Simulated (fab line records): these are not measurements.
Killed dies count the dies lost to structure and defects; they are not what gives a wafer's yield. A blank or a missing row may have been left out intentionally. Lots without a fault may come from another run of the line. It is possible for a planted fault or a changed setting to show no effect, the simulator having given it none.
Matching of chambers + flow gf180mcu + GF_V3_CVD_02 on pecvd-03: 3 sister chambers
The step deposits SiO2 from TEOS, target thk 850 nm, time 94.851 s. 20 wafers are shown with their chamber, then 10 later ones without.

## WAFERS WITH THEIR CHAMBER
| wafer  | chamber | heater-power-w (W) |
|--------|---------|--------------------|
| L074.1 | 2       | 625                |
| L074.2 | 1       | 690                |
| L074.6 | 2       | 707                |
| L075.2 | 0       | 866                |
| L075.3 | 1       | 701                |
| L075.4 | 1       | 566                |
| L076.1 | 0       | 839                |
| L076.2 | 1       | 654                |
| L076.3 | 2       | 598                |
| L078.1 | 1       | 696                |
| L078.4 | 2       | 667                |
| L078.5 | 0       | 878                |
| L079.1 | 1       | 669                |
| L079.4 | 0       | 710                |
| L079.5 | 2       | 709                |
| L080.1 | 2       | 658                |
| L080.2 | 1       | 683                |
| L080.3 | 0       | 853                |
| L086.4 | 0       | 861                |
| L086.5 | 1       | 702                |

SIGNATURES, as means of the wafers listed above
| reading        | chamber 0 | chamber 1 | chamber 2 | scatter within a chamber |
|----------------|-----------|-----------|-----------|--------------------------|
| heater-power-w | 834.50    | 670.12    | 660.67    | 50.6                     |
Rule: for a wafer and a chamber, the distance is found by dividing, reading by reading, the gap between the wafer's reading and the chamber's mean by the reading's scatter, squaring, summing and taking the root. If the next closest chamber is less than 2 further off than the closest, the wafer can't be placed; otherwise it belongs to the closest. How the scatter is found: for the shown wafers, subtract from each reading the mean of its chamber, square and add these, divide the total by (wafers less chambers), then take the root.

## WAFERS WITHOUT THEIR CHAMBER
| wafer  | heater-power-w (W) |
|--------|--------------------|
| L086.6 | 765                |
| L088.2 | 732                |
| L088.4 | 762                |
| L088.5 | 560                |
| L094.1 | 683                |
| L094.3 | 600                |
| L094.4 | 729                |
| L095.2 | 610                |
| L095.4 | 678                |
| L095.6 | 663                |

## THE CHAMBER EACH PASSED THROUGH
| wafer  | from the rows above          | in truth |
|--------|------------------------------|----------|
| L086.6 | can't be placed: 0 or 1 or 2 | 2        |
| L088.2 | can't be placed: 1 or 2 or 0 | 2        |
| L088.4 | can't be placed: 0 or 1 or 2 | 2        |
| L088.5 | can't be placed: 2 or 1      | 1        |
| L094.1 | can't be placed: 1 or 2      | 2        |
| L094.3 | can't be placed: 2 or 1      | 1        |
| L094.4 | can't be placed: 1 or 2 or 0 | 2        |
| L095.2 | can't be placed: 2 or 1      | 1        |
| L095.4 | can't be placed: 1 or 2      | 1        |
| L095.6 | can't be placed: 2 or 1      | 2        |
Placed correctly: 0 of 10. Not placeable from these rows: 10 (in 10, the candidates include the true chamber). Wrongly placed: 0.
